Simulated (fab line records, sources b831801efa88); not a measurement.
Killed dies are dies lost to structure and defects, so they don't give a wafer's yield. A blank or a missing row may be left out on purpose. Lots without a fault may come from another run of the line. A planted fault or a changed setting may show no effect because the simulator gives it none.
Chamber matching | flow gf180mcu | GF_V1_CMP_26 on cmp-01: 4 sister chambers
The step polishes, stops on SiO2, t overpolish 15 s, target thk 0 nm. 8 wafers are shown with their chamber, then 7 later ones without.

WAFERS WITH THEIR CHAMBER
wafer  | chamber | motor_current_A (A) | slurry_flow_ml_min
L756.6 | 2       | 10.4                | 149.7
L758.3 | 3       | 10.0                | 149.6
L758.6 | 1       | 12.8                | 150.4
L759.2 | 0       | 9.7                 | 149.9
L759.5 | 0       | 9.6                 | 149.1
L759.6 | 1       | 11.9                | 150.1
L764.1 | 2       | 10.4                | 149.7
L764.2 | 3       | 10.1                | 149.8

WAFERS WITHOUT THEIR CHAMBER
wafer  | motor_current_A (A) | slurry_flow_ml_min
L764.4 | 11.8                | 149.9
L768.2 | 11.8                | 150.0
L768.4 | 9.5                 | 149.9
L768.5 | 10.0                | 150.4
L772.1 | 9.7                 | 149.9
L772.2 | 10.3                | 149.8
L772.3 | 10.1                | 149.7

WHICH CHAMBER EACH WENT THROUGH
wafer  | from the rows above          | in truth
L764.4 | 1                            | 1
L768.2 | 1                            | 1
L768.4 | can't be placed: 0 or 3 or 2 | 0
L768.5 | can't be placed: 3 or 2 or 0 | 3
L772.1 | can't be placed: 3 or 0 or 2 | 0
L772.2 | can't be placed: 2 or 3 or 0 | 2
L772.3 | can't be placed: 3 or 2 or 0 | 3
Placed correctly: 2 of 7. Can't be placed from these rows: 5 (the true chamber is among the candidates in 5). Placed wrongly: 0.
How it was worked out, from the rows above alone: a wafer's distance from a chamber is the root of the sum, over the readings, of the square of ((its reading less the chamber's mean) divided by the reading's scatter). The wafer belongs to the nearest chamber; if the next one is less than 2 further off, it can't be placed. A chamber's mean is the mean of its shown wafers. The scatter: the root of (the sum of the squares of (reading less its chamber's mean) over the shown wafers, divided by (wafers less chambers)).
